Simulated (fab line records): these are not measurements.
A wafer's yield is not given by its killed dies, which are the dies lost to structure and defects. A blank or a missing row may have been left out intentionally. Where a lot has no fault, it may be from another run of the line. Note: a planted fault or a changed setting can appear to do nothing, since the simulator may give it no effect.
Which of the tools did it? / flow sky130 / 18 wafers from 6 lots sampled at 4 of the route's 708 steps

== WHAT THE GAUGES SHOWED, per wafer ==
SKY_VIA1_THK_MEAS_01.
lot=L561; measured=day 32 18:17; on=filmMetro-02; VIA1_HDPCVD_THK (nm)=1046 1027 1045
lot=L563; measured=day 33 16:59; on=filmMetro-02; VIA1_HDPCVD_THK (nm)=1003 1008 1017
lot=L565; measured=day 34 21:58; on=filmMetro-01; VIA1_HDPCVD_THK (nm)=1021 1031 1019
lot=L567; measured=day 34 23:52; on=filmMetro-02; VIA1_HDPCVD_THK (nm)=1025 1038 1037
lot=L578; measured=day 39 03:25; on=filmMetro-01; VIA1_HDPCVD_THK (nm)=1028 1026 497 1029 1026 497
lot=L580; measured=day 39 07:46; on=filmMetro-01; VIA1_HDPCVD_THK (nm)=1042 1036 1050

== TOOL THAT RAN EACH LOT (tool first, then ch and the chambers of the sampled wafers, then the start) ==
lot=L561; SKY_METAL1_SPUTTER_01=pvdSputter-03, day 31 14:08; SKY_METAL1_SPUTTER_04=pvdSputter-03, day 31 14:13; SKY_VIA1_HDPCVD_00=hdpcvd-01 ch 0,1, day 32 18:10
lot=L563; SKY_METAL1_SPUTTER_01=pvdSputter-01, day 32 13:25; SKY_METAL1_SPUTTER_04=pvdSputter-01, day 32 13:28; SKY_VIA1_HDPCVD_00=hdpcvd-02 ch 0,1,2, day 33 16:53
lot=L565; SKY_METAL1_SPUTTER_01=pvdSputter-04, day 33 17:48; SKY_METAL1_SPUTTER_04=pvdSputter-04, day 33 17:52; SKY_VIA1_HDPCVD_00=hdpcvd-01 ch 0,1, day 34 21:51
lot=L567; SKY_METAL1_SPUTTER_01=pvdSputter-04, day 33 20:41; SKY_METAL1_SPUTTER_04=pvdSputter-04, day 33 20:46; SKY_VIA1_HDPCVD_00=hdpcvd-01 ch 0,1,2, day 34 23:44
lot=L578; SKY_METAL1_SPUTTER_01=pvdSputter-01, day 38 01:47; SKY_METAL1_SPUTTER_04=pvdSputter-01, day 38 01:51; SKY_VIA1_HDPCVD_00=hdpcvd-01 ch 0,1,2, day 39 03:18
lot=L580; SKY_METAL1_SPUTTER_01=pvdSputter-04, day 38 05:28; SKY_METAL1_SPUTTER_04=pvdSputter-04, day 38 05:32; SKY_VIA1_HDPCVD_00=hdpcvd-02 ch 0,1, day 39 07:38
- SKY_METAL1_SPUTTER_01: material TiN, target thk 20 nm, time 16.7 s.
- SKY_METAL1_SPUTTER_04: material TiN, target thk 70 nm, time 58.3 s.
- SKY_VIA1_HDPCVD_00: deposits SiO2, target thk 1030 nm, time 171.7 s.

== THE ANSWER, worked out from the rows above alone ==
Rule: what is usual is taken from the lots themselves. Put in order of their means at a reading, lots are off if they are a third of the lots or fewer, leave a main group of 4 or more, and stand apart from it by a gap of 3 or more times the standard deviation of the main group's means; of several such gaps the widest counts. The tables above print the reading to a certain number of digits; a main group whose means all agree to those digits is not used. Also off: a lot with no number at a reading for which 4 or more lots have one. Where the step has rows for the other lots, those lots are counted as sound.
Off: L578, seen at SKY_VIA1_THK_MEAS_01 (VIA1_HDPCVD_THK). Mean 1030 nm and standard deviation 12 in the main group.
A tool fits if, at a process step before that reading, it ran every lot that is off, and no sound lot after the first of them. Those tools and the gauges at SKY_VIA1_THK_MEAS_01 are tried in the same way. Can't be told from this: 2 tools fit, pvdSputter-01 at SKY_METAL1_SPUTTER_01 and SKY_METAL1_SPUTTER_04, hdpcvd-01 at SKY_VIA1_HDPCVD_00.

== WHAT THE SIMULATOR HAD INSERTED ==
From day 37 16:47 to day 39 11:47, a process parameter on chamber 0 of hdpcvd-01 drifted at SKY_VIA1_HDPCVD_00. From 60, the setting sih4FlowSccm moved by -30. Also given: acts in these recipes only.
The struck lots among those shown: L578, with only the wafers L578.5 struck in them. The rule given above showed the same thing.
